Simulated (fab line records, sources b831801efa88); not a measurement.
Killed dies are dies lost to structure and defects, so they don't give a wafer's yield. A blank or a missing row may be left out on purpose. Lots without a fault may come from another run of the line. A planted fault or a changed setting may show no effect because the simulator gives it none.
Problem report in the 8D (eight disciplines) form, filled by code | flow sky130 | the parts of the form that need people (team, actions taken, sign-off) are left out

1. THE PROBLEM
cd_nm at SKY_CONTACT_CD_MEAS_14 reads a mean of 90.2 nm on 3 wafers of 2 lots; wafers without a fault read 170.3 nm with a standard deviation of 1.2. That is -67 standard deviations from the usual mean.
The step: target cd 170 nm.
First seen on wafer L780.5, day 36 18:37, on cd_sem-02. The record holds 42 wafers of 14 lots with a number at this step. Rule for "out", or "out of limits": more than 4 standard deviations from the usual mean. The other wafers with a number count as sound.

2. WHAT IT IS AND WHAT IT IS NOT
question                    | is                     | is not
which readings at this step | cd_nm                  | -
which lots                  | L780, L781             | L766, L768, L769, L771, L772, L774, L775, L777, L785, L786, L787, L788
which wafers of those lots  | L780.5, L781.2, L781.4 | L780.1, L780.6, L781.3
read on which gauges        | cd_sem-01, cd_sem-02   | -
when                        | from day 36 18:37      | up to then (26 sound wafers); but 13 sound wafers of L781, L785, L786, L787, L788 came after

3. SUSPECTS, AND WHAT RULES EACH OUT
Counting: a tool at a process step up to the reading stays a suspect if it ran every lot that is out. Sound lots after the first of them don't rule it out here, since some wafers of a struck lot are sound.
- the gauge at SKY_CONTACT_CD_MEAS_14: ruled out. The wafers that are out were read on 2 gauges (cd_sem-01, cd_sem-02).
- krf_scanner-01 at SKY_CONTACT_EXPOSE_11 (exposes mask CTM1, target cd 170 nm): kept. It ran every lot that is out, first L780 (day 36 05:37); its last sound lot up to then is L777 (day 35 04:21).
Left after counting: krf_scanner-01 at SKY_CONTACT_EXPOSE_11.

4. THE CAUSE (what the simulator had put in)
Process parameter drift: krf_scanner-01, from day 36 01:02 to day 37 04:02, at SKY_CONTACT_EXPOSE_11. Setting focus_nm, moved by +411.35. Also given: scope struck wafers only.
Counting left only this tool.

5. THE CHAIN OF EFFECTS, in route order
Each row: a reading whose mean over the struck wafers that have a number lies more than 3 standard deviations from the usual. Only readings for which the record gives a usual standard deviation are gone through. hours: the time from each lot's start at the first step in this table that gives one to its start at this step, as a median over the lots. sigmas: the change in usual standard deviations.
hours | step                   | reading            | usual    | on struck wafers | change | sigmas
0     | SKY_CONTACT_CD_MEAS_14 | cd_nm              | 170.3 nm | 90.2             | -80.1  | -67
311   | SKY_PAD_OPEN_PROBE_99  | killed_at_contacts | 24       | 426              | +402   | +71
311   | SKY_PAD_OPEN_PROBE_99  | killed_dies        | 86       | 492              | +406   | +51
311   | SKY_PAD_OPEN_PROBE_99  | killed_on_rim      | 16       | 96               | +80    | +21
The process steps in it:
- SKY_PAD_OPEN_PROBE_99

6. WHAT WOULD HAVE CAUGHT IT SOONER
In this record the first reading out of limits at a measuring or inspecting step was taken at day 36 18:37, 18 hours after the fault began at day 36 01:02.
All the lots that are out (2) had begun SKY_CONTACT_EXPOSE_11 on krf_scanner-01 by day 36 18:37. A hold on the tool at that time would have spared none of them.
